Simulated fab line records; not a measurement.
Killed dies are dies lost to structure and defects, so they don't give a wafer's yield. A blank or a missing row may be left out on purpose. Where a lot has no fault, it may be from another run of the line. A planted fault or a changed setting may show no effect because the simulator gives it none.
Which of the tools did it? | flow sky130 | 24 lots with 72 wafers sampled at 6 steps, on a route of 708 steps

WHAT THE GAUGES SHOWED, per wafer
SKY_SD_N_RS_MEAS_16: the measuring method here is four-point-probe. Usual: SD_N_RS 68.56 ohm/sq, standard deviation 0.13.
lot  | measured     | on            | SD_N_RS (ohm/sq)  | flag
L075 | day 29 03:23 | film_metro-03 | 68.58 68.43 68.55 |
L074 | day 29 03:48 | film_metro-04 | 68.54 68.45 68.61 |
L079 | day 29 04:34 | film_metro-04 | 68.40 68.40 68.58 |
L077 | day 29 04:59 | film_metro-03 | 68.71 68.82 68.80 |
L076 | day 29 05:14 | film_metro-04 | 68.47 68.39 68.55 |
L078 | day 29 05:40 | film_metro-02 | 68.48 68.48 68.67 |
L080 | day 29 06:05 | film_metro-04 | 68.43 68.44 68.43 |
L081 | day 29 11:58 | film_metro-04 | 68.37 68.55 68.56 |
L082 | day 30 15:17 | film_metro-02 | 68.44 68.47 68.52 |
L083 | day 30 18:10 | film_metro-04 | 68.36 68.43 68.43 |
L084 | day 31 02:20 | film_metro-04 | 68.37 68.32 68.60 |
L086 | day 35 20:26 | film_metro-02 | 68.47 68.60 68.73 |
L087 | day 35 21:44 | film_metro-02 | 68.49 68.71 68.62 |
L089 | day 35 22:01 | film_metro-03 | 68.75 68.79 68.62 |
L093 | day 35 22:12 | film_metro-02 | 68.68 68.68 68.48 |
L088 | day 35 23:04 | film_metro-02 | 68.60 68.58 68.49 |
L085 | day 36 00:09 | film_metro-02 | 68.46 68.25 68.46 |
L095 | day 36 00:40 | film_metro-03 | 68.71 68.81 68.65 |
L091 | day 36 01:23 | film_metro-02 | 68.70 68.82 68.66 |
L090 | day 36 02:13 | film_metro-04 | 68.54 68.63 68.50 |
L094 | day 36 02:45 | film_metro-03 | 68.62 68.48 68.57 |
L096 | day 36 03:39 | film_metro-03 | 68.72 68.73 68.68 |
L097 | day 36 03:50 | film_metro-04 | 68.59 68.41 68.25 |
L092 | day 36 07:01 | film_metro-04 | 68.53 68.71 68.71 |

SKY_CONTACT_THK_MEAS_01. Usual: CONTACT_CVD_00_THK 75.1 nm, standard deviation 0.93.
lot  | measured     | on            | CONTACT_CVD_00_THK (nm) | flag
L075 | day 31 14:40 | film_metro-02 | 75.5 73.6 75.6          |
L074 | day 31 16:11 | film_metro-01 | 73.4 74.4 75.6          |
L079 | day 31 16:37 | film_metro-01 | 74.8 76.1 76.7          |
L077 | day 31 16:42 | film_metro-01 | 74.8 76.3 76.4          |
L076 | day 31 16:45 | film_metro-01 | 75.0 75.5 75.3          |
L078 | day 31 16:59 | film_metro-02 | 74.7 77.0 75.5          |
L080 | day 31 17:17 | film_metro-01 | 74.2 75.0 75.1          |
L081 | day 31 21:43 | film_metro-02 | 75.5 73.5 76.4          |
L082 | day 33 01:43 | film_metro-04 | 74.5 74.0 74.4          |
L083 | day 33 03:48 | film_metro-01 | 74.5 76.3 76.1          |
L084 | day 33 11:07 | film_metro-02 | 75.6 76.2 75.6          |
L086 | day 38 02:31 | film_metro-01 | 74.5 74.1 74.6          |
L087 | day 38 04:11 | film_metro-04 | 75.5 75.1 76.1          |
L089 | day 38 04:38 | film_metro-04 | 74.2 75.7 74.1          |
L093 | day 38 04:46 | film_metro-04 | 74.1 74.4 75.8          |
L088 | day 38 05:11 | film_metro-04 | 75.0 76.5 76.2          |
L085 | day 38 05:28 | film_metro-01 | 75.7 77.7 77.0          |
L095 | day 38 06:23 | film_metro-04 | 74.5 73.8 74.7          |
L091 | day 38 06:37 | film_metro-01 | 75.4 76.3 76.4          |
L090 | day 38 08:13 | film_metro-04 | 73.8 74.5 74.8          |
L094 | day 38 08:30 | film_metro-01 | 74.1 74.5 74.9          |
L096 | day 38 09:50 | film_metro-01 | 73.2 75.3 75.1          |
L097 | day 38 10:35 | film_metro-02 | 73.9 73.9 75.3          |
L092 | day 38 11:52 | film_metro-04 | 74.0 75.4 75.2          |

SKY_CONTACT_OVL_MEAS_15. Usual: CONTACT_OVL -1 nm, standard deviation 5.3.
lot  | measured     | on         | CONTACT_OVL (nm) | flag
L075 | day 32 18:52 | overlay-01 | 3 -8 0           |
L074 | day 32 20:06 | overlay-02 | -8 -18 -11       |
L079 | day 32 20:13 | overlay-02 | -6 -5 -4         |
L077 | day 32 20:31 | overlay-01 | -9 -9 -10        |
L076 | day 32 20:52 | overlay-02 | -2 0 -2          |
L078 | day 32 21:10 | overlay-01 | -3 -11 -2        |
L080 | day 32 21:12 | overlay-02 | -3 2 -10         |
L081 | day 33 00:57 | overlay-02 | -6 -6 -3         |
L082 | day 34 03:54 | overlay-01 | 11 4 4           |
L083 | day 34 06:03 | overlay-01 | -2 2 -5          |
L084 | day 34 13:25 | overlay-02 | -12 -5 -5        |
L086 | day 39 03:33 | overlay-02 | 2 1 1            |
L087 | day 39 05:43 | overlay-02 | -2 3 6           |
L089 | day 39 05:42 | overlay-01 | 2 -1 -1          |
L093 | day 39 06:28 | overlay-01 | -3 -6 -6         |
L088 | day 39 06:49 | overlay-02 | 2 8 -1           |
L085 | day 39 06:52 | overlay-01 | 3 2 -1           |
L095 | day 39 07:18 | overlay-02 | 4 -1 -8          |
L091 | day 39 07:31 | overlay-01 | 1 -3 -2          |
L090 | day 39 09:33 | overlay-02 | 6 10 5           |
L094 | day 39 09:38 | overlay-01 | -9 1 -5          |
L096 | day 39 11:04 | overlay-02 | -3 2 4           |
L097 | day 39 11:24 | overlay-01 | -1 2 1           |
L092 | day 39 12:43 | overlay-02 | -4 0 -4          |

SKY_VIA1_BOW_MEAS_03. Usual: VIA1_BOW 81 um, standard deviation 7.1.
lot  | measured     | on            | VIA1_BOW (um) | flag
L075 | day 34 00:26 | film_metro-03 | 85 85 77      |
L074 | day 34 01:25 | film_metro-03 | 89 81 87      |
L079 | day 34 01:18 | film_metro-02 | 78 96 81      |
L077 | day 34 01:38 | film_metro-02 | 84 76 79      |
L076 | day 34 02:23 | film_metro-03 | 77 73 81      |
L078 | day 34 02:19 | film_metro-04 | 80 90 89      |
L080 | day 34 02:41 | film_metro-02 | 76 80 77      |
L081 | day 34 05:50 | film_metro-04 | 79 75 79      |
L082 | day 35 09:22 | film_metro-02 | 87 71 83      |
L083 | day 35 11:29 | film_metro-03 | 94 85 80      |
L084 | day 35 17:38 | film_metro-02 | 84 79 89      |
L086 | day 40 06:04 | film_metro-04 | 83 77 71      |
L087 | day 40 09:23 | film_metro-02 | 83 78 75      |
L089 | day 40 09:04 | film_metro-03 | 77 78 74      |
L093 | day 40 09:48 | film_metro-02 | 77 77 78      |
L088 | day 40 10:47 | film_metro-04 | 85 89 81      |
L085 | day 40 11:07 | film_metro-03 | 84 86 85      |
L095 | day 40 11:27 | film_metro-04 | 83 87 67      |
L091 | day 40 11:55 | film_metro-02 | 92 85 84      |
L090 | day 40 13:16 | film_metro-03 | 75 75 81      |
L094 | day 40 13:26 | film_metro-02 | 86 86 93      |
L096 | day 40 14:39 | film_metro-03 | 79 81 80      |
L097 | day 40 14:56 | film_metro-03 | 93 79 80      |
L092 | day 40 16:20 | film_metro-03 | 74 79 73      |

WHICH TOOL RAN EACH LOT (tool, then ch and the chambers of the sampled wafers, then the start)
lot  | SKY_SD_N_RTA_14                  | SKY_LOCAL_INTERCONNECT_SPUTTER_00
L075 | rtp_anneal-02 ch 0, day 29 03:13 | pvd_sputter-03, day 30 09:52
L074 | rtp_anneal-02 ch 0, day 29 03:33 | pvd_sputter-03, day 30 10:28
L079 | rtp_anneal-01 ch 0, day 29 04:24 | pvd_sputter-04, day 30 10:55
L077 | rtp_anneal-02 ch 0, day 29 04:43 | pvd_sputter-03, day 30 11:22
L076 | rtp_anneal-01 ch 0, day 29 05:03 | pvd_sputter-03, day 30 11:52
L078 | rtp_anneal-02 ch 0, day 29 05:25 | pvd_sputter-02, day 30 12:22
L080 | rtp_anneal-01 ch 0, day 29 05:54 | pvd_sputter-04, day 30 12:40
L081 | rtp_anneal-02 ch 0, day 29 11:48 | pvd_sputter-04, day 30 17:27
L082 | rtp_anneal-01 ch 0, day 30 15:07 | pvd_sputter-04, day 31 21:19
L083 | rtp_anneal-02 ch 0, day 30 18:00 | pvd_sputter-03, day 31 23:24
L084 | rtp_anneal-01 ch 0, day 31 02:08 | pvd_sputter-03, day 32 08:10
L086 | rtp_anneal-02 ch 0, day 35 20:15 | pvd_sputter-02, day 37 01:10
L087 | rtp_anneal-01 ch 0, day 35 21:34 | pvd_sputter-03, day 37 02:27
L089 | rtp_anneal-02 ch 0, day 35 21:51 | pvd_sputter-03, day 37 02:45
L093 | rtp_anneal-01 ch 0, day 35 21:58 | pvd_sputter-04, day 37 02:49
L088 | rtp_anneal-02 ch 0, day 35 22:52 | pvd_sputter-02, day 37 03:09
L085 | rtp_anneal-01 ch 0, day 35 23:58 | pvd_sputter-03, day 37 04:27
L095 | rtp_anneal-02 ch 0, day 36 00:30 | pvd_sputter-03, day 37 05:10
L091 | rtp_anneal-01 ch 0, day 36 01:11 | pvd_sputter-04, day 37 05:28
L090 | rtp_anneal-02 ch 0, day 36 02:03 | pvd_sputter-03, day 37 06:40
L094 | rtp_anneal-01 ch 0, day 36 02:34 | pvd_sputter-04, day 37 07:13
L096 | rtp_anneal-01 ch 0, day 36 03:28 | pvd_sputter-03, day 37 08:13
L097 | rtp_anneal-02 ch 0, day 36 03:39 | pvd_sputter-03, day 37 08:49
L092 | rtp_anneal-02 ch 0, day 36 06:49 | pvd_sputter-03, day 37 10:55
- SKY_SD_N_RTA_14: time 2 s.
- SKY_LOCAL_INTERCONNECT_SPUTTER_00: material TiN, target thk 100 nm, time 83.3 s.

WHAT THE TOOLS THEMSELVES READ (means of the sampled wafers that have a number; where no wafer has one, the mark that the record gives instead)
SKY_SD_N_RTA_14. Usual: lamp_power_pct 15.73 %, standard deviation 0.055; wafer_temp_C_max 1078.1, standard deviation 1.3.
lot  | tool          | lamp_power_pct (%) | wafer_temp_C_max | flag
L075 | rtp_anneal-02 | 15.71              | 1078.9           |
L074 | rtp_anneal-02 | 15.74              | 1079.1           |
L079 | rtp_anneal-01 | 15.72              | 1078.3           |
L077 | rtp_anneal-02 | 15.73              | 1080.2           |
L076 | rtp_anneal-01 | 15.74              | 1077.2           |
L078 | rtp_anneal-02 | 15.73              | 1077.8           |
L080 | rtp_anneal-01 | 15.72              | 1079.2           |
L081 | rtp_anneal-02 | 15.76              | 1078.1           |
L082 | rtp_anneal-01 | 15.74              | 1078.1           |
L083 | rtp_anneal-02 | 15.76              | 1078.2           |
L084 | rtp_anneal-01 | 15.70              | 1077.3           |
L086 | rtp_anneal-02 | 15.67              | 1079.0           |
L087 | rtp_anneal-01 | 15.72              | 1078.7           |
L089 | rtp_anneal-02 | 15.74              | 1078.6           |
L093 | rtp_anneal-01 | 15.74              | 1076.7           |
L088 | rtp_anneal-02 | 15.71              | 1078.8           |
L085 | rtp_anneal-01 | 15.70              | 1078.4           |
L095 | rtp_anneal-02 | 15.79              | 1076.6           |
L091 | rtp_anneal-01 | 15.70              | 1078.8           |
L090 | rtp_anneal-02 | 15.69              | 1078.2           |
L094 | rtp_anneal-01 | 15.79              | 1077.8           |
L096 | rtp_anneal-01 | 15.73              | 1079.2           |
L097 | rtp_anneal-02 | 15.68              | 1078.0           |
L092 | rtp_anneal-02 | 15.71              | 1077.1           |

SKY_LOCAL_INTERCONNECT_SPUTTER_00. Usual: cathode_dc_power_W 6500.1 W, standard deviation 1.2; chamber_pressure_pa 0.4000 Pa, standard deviation 0.00081; substrate_temp_c 300.00 C, standard deviation 0.21; throttle_valve_pct 29.6 %, standard deviation 1.3.
lot  | tool           | cathode_dc_power_W (W) | chamber_pressure_pa (Pa) | substrate_temp_c (C) | throttle_valve_pct (%) | flag
L075 | pvd_sputter-03 | 6500.6                 | 0.3996                   | 300.17               | 29.9                   |
L074 | pvd_sputter-03 | 6501.3                 | 0.3999                   | 300.09               | 28.8                   |
L079 | pvd_sputter-04 | 6500.0                 | 0.3998                   | 299.76               | 29.8                   |
L077 | pvd_sputter-03 | 6499.9                 | 0.4006                   | 300.00               | 29.1                   |
L076 | pvd_sputter-03 | 6499.3                 | 0.3987                   | 299.94               | 27.9                   |
L078 | pvd_sputter-02 | 6500.1                 | 0.3997                   | 299.82               | 29.7                   |
L080 | pvd_sputter-04 | 6499.8                 | 0.4009                   | 300.01               | 30.7                   |
L081 | pvd_sputter-04 | 6501.0                 | 0.3994                   | 300.06               | 30.4                   |
L082 | pvd_sputter-04 | 6500.5                 | 0.4008                   | 300.10               | 30.5                   |
L083 | pvd_sputter-03 | 6500.8                 | 0.4007                   | 300.14               | 30.5                   |
L084 | pvd_sputter-03 | 6499.8                 | 0.4001                   | 299.87               | 28.7                   |
L086 | pvd_sputter-02 | 6500.6                 | 0.4001                   | 300.18               | 30.1                   |
L087 | pvd_sputter-03 | 6500.8                 | 0.4005                   | 299.82               | 30.6                   |
L089 | pvd_sputter-03 | 6501.1                 | 0.4002                   | 300.05               | 29.2                   |
L093 | pvd_sputter-04 | 6499.2                 | 0.3999                   | 299.99               | 29.6                   |
L088 | pvd_sputter-02 | 6499.6                 | 0.3999                   | 300.15               | 30.9                   |
L085 | pvd_sputter-03 | 6500.2                 | 0.3997                   | 300.04               | 29.3                   |
L095 | pvd_sputter-03 | 6500.3                 | 0.3992                   | 300.10               | 28.8                   |
L091 | pvd_sputter-04 | 6500.3                 | 0.3999                   | 299.81               | 29.8                   |
L090 | pvd_sputter-03 | 6500.0                 | 0.3998                   | 300.16               | 30.0                   |
L094 | pvd_sputter-04 | 6499.6                 | 0.3997                   | 300.02               | 30.7                   |
L096 | pvd_sputter-03 | 6501.3                 | 0.4001                   | 300.01               | 29.5                   |
L097 | pvd_sputter-03 | 6499.6                 | 0.4001                   | 299.88               | 29.3                   |
L092 | pvd_sputter-03 | 6500.2                 | 0.4002                   | 299.94               | 28.5                   |

THE ANSWER, worked out from the rows above alone
Rule: a lot is off if the mean of its wafers that have a number lies more than 3 standard deviations from the usual mean. A lot without any number at a reading at which 4 lots or more have one is off too. All remaining lots with rows at the step are treated as sound. Order of review: gauges by route order, followed by the tools' own readings, for which a lot's mean as printed above is used. The first step at which some lot is off is used, and at that step the reading that is off furthest; a lot without a number counts as furthest.
None of the lots is off at any reading shown; this tells nothing.

WHAT THE SIMULATOR PUT IN
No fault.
